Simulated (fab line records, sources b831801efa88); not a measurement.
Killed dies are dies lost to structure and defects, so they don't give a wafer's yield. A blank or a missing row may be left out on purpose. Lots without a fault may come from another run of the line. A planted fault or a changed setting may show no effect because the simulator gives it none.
A struck lot beside a sound one | flow sky130 | 16 steps out of a route of 708
Sound: wafers L962.1, L962.5, L962.6. Struck: wafers L975.2, L975.3, L975.6. The cause comes at the end.
At each step with rows: each side's tool, then ch and its chambers, then its first start. Under that, the readings that differ: sound wafers | struck wafers | difference of the means | sigmas: that difference in standard deviations of wafers without a fault.
alike: readings whose means differ by less than 2 such deviations, and words and numbers that are the same on both sides. not compared: withheld readings, readings that some wafer has no value for, bounds like >300 that may hide the same value, and numbers for which the record gives no deviation and whose values overlap.
The two part at a step that has a row with sigmas, a row that says differs or no value, or rows on one side only. Numbers that don't overlap but have no deviation are shown without sigmas and don't part them. A reading that every wafer of one side lacks parts them only if that side has two wafers or more.

first, 3 steps without rows for these wafers: SKY_VIA2_EXPOSE_09 (exposes mask VIM2, target cd 200 nm); SKY_VIA2_PEB_10; SKY_VIA2_DEVELOP_11 (develop time 60 s).
SKY_VIA2_CD_MEAS_12: target cd 200 nm.
  sound on cd_sem-01, day 37 16:00; struck on cd_sem-02, day 41 13:08
  alike: cd_nm
SKY_VIA2_OVL_MEAS_13:
  sound on overlay-02, day 37 16:07; struck on overlay-02, day 41 13:14
  alike: VIA2_OVL
SKY_VIA2_ETCH_14: etches BARC in N2/H2, stops on SiO2, time 45.9 s, target depth 60 nm.
  sound on rie_diel-02 ch 0,1, day 37 16:09; struck on rie_diel-01 ch 0,3, day 41 13:16
  reading             | sound             | struck            | difference | sigmas
  h2_flow_sccm (sccm) | 198.5 199.4 199.6 | 200.3 200.4 200.5 | +1.2       | +2
  alike: drypump_motor_current_A, oes_product_au, throttle_valve_pct
  not compared: rf_hours_counter_h
SKY_VIA2_ETCH_15: etches SiO2 in C4F8/O2/Ar, stops on TiN, target depth 546 nm, time 84 s.
  sound on rie_diel-02 ch 0,1, day 37 16:12; struck on rie_diel-01 ch 0,3, day 41 13:19
  alike: oes_product_au
SKY_VIA2_STRIP_16: strips in O2/N2.
  sound on plasma_asher-04 ch 0,1, day 37 16:16; struck on plasma_asher-01 ch 0,1, day 41 13:22
  reading                      | sound             | struck            | difference | sigmas
  strip_time_to_endpoint_s (s) | 4.083 4.074 4.044 | 4.025 4.002 4.016 | -0.053     | -2
  alike: drypump_motor_current_A, o2_flow_sccm, oes_product_au
  not compared: rf_hours_counter_h
then, 3 steps without rows for these wafers: SKY_VIA2_STRIP_17 (strips in post etch residue remover, time 1200 s); SKY_VIA2_CLEAN_18 (cleans in IPA, time 180 s); SKY_VIA2_CLEAN_19 (cleans in O3/DIW).
SKY_VIA2_SPUTTER_20: material TiN, target thk 20 nm, time 80 s.
  sound on pvd_sputter-04, day 37 16:51; struck on pvd_sputter-02, day 41 14:01
  alike: throttle_valve_pct
SKY_VIA2_CVD_21: deposits W, target thk 420 nm, time 126.4 s.
  sound on cvd_w-01 ch 0, day 37 16:55; struck on cvd_w-02 ch 0,1, day 41 14:05
  reading                            | sound                | struck               | difference | sigmas
  susceptor_temp_C (C)               | 399.97 399.76 400.16 | 402.35 402.49 402.35 | +2.43      | +13
  model.W_of_VIA2_CVD_21.thk_nm (nm) | 426.2 429.9 427      | 434.9 441.6 436      | +9.8       |
  alike: heater_power_w
SKY_VIA2_RS_MEAS_22: measures by four-point-probe.
  sound on film_metro-02, day 37 17:10; struck on film_metro-01, day 41 14:14
  alike: VIA2_W_RS
SKY_VIA2_THK_MEAS_23: measures by xrf.
  sound on film_metro-02, day 37 17:17; struck on film_metro-01, day 41 14:20
  alike: VIA2_W_THK
-- the record jumps here: 8 days lie between the struck wafers' starts before and after (it left off in module VIA2 and takes up again in module PAD_OPEN, whose first step shown is number 708 of the route) --
SKY_PAD_OPEN_PROBE_99:
  sound on prober-02, day 46 23:08; struck on prober-02, day 49 21:35
  alike: defect_limited_yield, killed_at_M0_to_M3, killed_at_M4_up, killed_at_contacts, killed_at_front_end, killed_at_other, killed_dies, killed_open, killed_short, sort_bin_3_pad_short, sort_bin_5_function, sort_bin_6_memory, sort_n_pass, sort_yield_pct

WHERE THEY PART
First at SKY_VIA2_ETCH_14; last, within this record, at SKY_VIA2_CVD_21. Later steps at which nothing parts them and some readings are alike: SKY_VIA2_RS_MEAS_22, SKY_VIA2_THK_MEAS_23, SKY_PAD_OPEN_PROBE_99.

WHY: what the simulator had put in
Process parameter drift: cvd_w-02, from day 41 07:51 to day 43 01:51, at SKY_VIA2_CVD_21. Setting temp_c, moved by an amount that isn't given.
